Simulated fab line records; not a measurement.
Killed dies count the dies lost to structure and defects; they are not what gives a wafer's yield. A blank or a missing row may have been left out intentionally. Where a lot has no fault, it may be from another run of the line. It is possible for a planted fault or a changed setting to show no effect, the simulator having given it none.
Chamber matching :: flow sky130 :: rie-diel-04 running SKY_PASSIVATION_ETCH_11: 4 sister chambers
The step etches the open film in CF4/O2, stops on AlCu, target depth 725 nm, time 161.1 s. 4 wafers are shown with their chamber, then 8 later ones without.

## EACH WAFER AND ITS CHAMBER
wafer: L083.5
chamber: 1
drypump-motor-current-A (A): 5.6

wafer: L085.5
chamber: 2
drypump-motor-current-A (A): 6.0

wafer: L085.6
chamber: 3
drypump-motor-current-A (A): 6.3

wafer: L089.1
chamber: 0
drypump-motor-current-A (A): 5.4

## WAFERS WITH NO CHAMBER GIVEN
wafer: L089.4
drypump-motor-current-A (A): 6.0

wafer: L089.6
drypump-motor-current-A (A): 6.4

wafer: L095.1
drypump-motor-current-A (A): 5.4

wafer: L095.2
drypump-motor-current-A (A): 6.0

wafer: L095.3
drypump-motor-current-A (A): 5.6

wafer: L095.4
drypump-motor-current-A (A): 6.4

wafer: L095.5
drypump-motor-current-A (A): 6.0

wafer: L095.6
drypump-motor-current-A (A): 6.3

## EACH ONE'S CHAMBER
wafer: L089.4
from the rows above: 2
in truth: 2

wafer: L089.6
from the rows above: 3
in truth: 3

wafer: L095.1
from the rows above: 0
in truth: 0

wafer: L095.2
from the rows above: 2
in truth: 2

wafer: L095.3
from the rows above: 1
in truth: 1

wafer: L095.4
from the rows above: 3
in truth: 3

wafer: L095.5
from the rows above: 2
in truth: 2

wafer: L095.6
from the rows above: 3
in truth: 3
Correct placement for 8 of the 8. Not placeable from these rows: 0. Wrongly placed: 0.
How it was worked out, from the rows above alone: a wafer's distance from a chamber is the root of the sum, over the readings, of the square of ((its reading less the chamber's mean) divided by the reading's scatter). The wafer belongs to the nearest chamber; if the next one is less than 2 further off, it can't be placed. For every chamber, the mean is computed from those of its wafers that are shown. The scatter (one wafer shown for each chamber): square how far every hidden wafer sits from the nearest shown wafer, average those squares and take the square root.
